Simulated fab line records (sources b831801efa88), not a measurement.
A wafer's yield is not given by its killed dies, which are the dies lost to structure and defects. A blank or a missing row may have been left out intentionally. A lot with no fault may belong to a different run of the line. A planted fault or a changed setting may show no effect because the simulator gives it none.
Tool commonality check -- flow gf180mcu -- 14 lots and 42 wafers in the sample

== THE REASON FOR OPENING IT ==
2 of 14 lots carry a flag on the reading V2_CVD_02_THK at GF_V2_THK_MEAS_03. No-fault wafers: 841 nm, standard deviation 10.
Rule: flag the lot when none of its wafers has a number, or when each of its wafers that has one lies beyond 4 standard deviations from that mean. All remaining lots are regarded as sound.

lot,measured,on,"V2_CVD_02_THK (nm), wafer by wafer",flag
L171,day 19 05:36,film metro-01,835 822 836,
L172,day 19 16:17,film metro-01,840 856 851,
L174,day 20 11:53,film metro-01,836 837 849,
L178,day 21 18:22,film metro-03,829 836 840,
L176,day 21 19:18,film metro-04,823 831 858,
L180,day 22 13:29,film metro-04,844 846 855,
L181,day 23 02:34,film metro-04,841 846 856,
L182,day 23 07:37,film metro-01,821 833 833,
L183,day 23 16:31,film metro-01,823 834 849,
L187,day 25 02:51,film metro-01,831 831 855,
L190,day 26 04:44,film metro-04,593 588 600,FLAGGED
L192,day 26 09:29,film metro-01,592 605 609,FLAGGED
L194,day 27 07:25,film metro-04,848 835 862,
L188,day 28 01:27,film metro-03,826 838 845,
Average over the flagged lots: 598 nm; offset from the usual -243 nm, equal to -24 standard deviations.

== EACH LOT AND THE TOOL IT RAN ON ==
The record keeps 1 process step preceding the reading, out of 602 steps on the route. In each cell: the tool, then ch and the chambers that the sampled wafers went through, then the start.
lot,flag,GF_V2_CVD_02
L171,,"pecvd-04 ch 0,1,2, day 19 05:32"
L172,,"pecvd-03 ch 0,2, day 19 16:11"
L174,,"pecvd-04 ch 0,1, day 20 11:49"
L178,,"pecvd-04 ch 0,2, day 21 18:17"
L176,,"pecvd-02 ch 0,1,2, day 21 19:14"
L180,,"pecvd-04 ch 1,2, day 22 13:25"
L181,,"pecvd-04 ch 1,2, day 23 02:25"
L182,,"pecvd-03 ch 1,2, day 23 07:31"
L183,,"pecvd-03 ch 0,2, day 23 16:26"
L187,,"pecvd-02 ch 0,1,2, day 25 02:47"
L190,FLAGGED,"pecvd-03 ch 1,2, day 26 04:39"
L192,FLAGGED,"pecvd-03 ch 0,2, day 26 09:25"
L194,,"pecvd-02 ch 0,2, day 27 07:21"
L188,,"pecvd-02 ch 0,1, day 28 01:23"
What is done by these steps:
- GF_V2_CVD_02: deposits SiO2 from TEOS, target thk 850 nm, time 94.851 s.
- GF_V2_THK_MEAS_03

== FLAGGED AGAINST TOTAL, ONE TOOL AT A TIME (gauges that did the reading follow at the end) ==
step,tool,lots run,flagged,share of the flagged lots,sound lots run after its first flagged lot
GF_V2_CVD_02,pecvd-02,4,0,none,-
GF_V2_CVD_02,pecvd-03,5,2,all,0
GF_V2_CVD_02,pecvd-04,5,0,none,-
GF_V2_THK_MEAS_03,film metro-01,7,1,some,0
GF_V2_THK_MEAS_03,film metro-03,2,0,none,-
GF_V2_THK_MEAS_03,film metro-04,5,1,some,1 (L194)

== THE TABLE: WHAT IT ALLOWS ==
1 row of the table ran every flagged lot: pecvd-03 at GF_V2_CVD_02.
- pecvd-03 at GF_V2_CVD_02 ran 5 lots, 2 of them flagged. Last sound lot L183 at day 23 16:26, first flagged lot L190 at day 26 04:39; a fault beginning in between fits.
pecvd-03 at GF_V2_CVD_02 is the single tool remaining.

== WHAT THE SIMULATOR PUT IN ==
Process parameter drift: pecvd-03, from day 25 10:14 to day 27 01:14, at GF_V2_CVD_02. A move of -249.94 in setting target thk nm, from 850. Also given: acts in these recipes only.
Struck lots among those shown: L190, L192. The rule above reached the same finding.
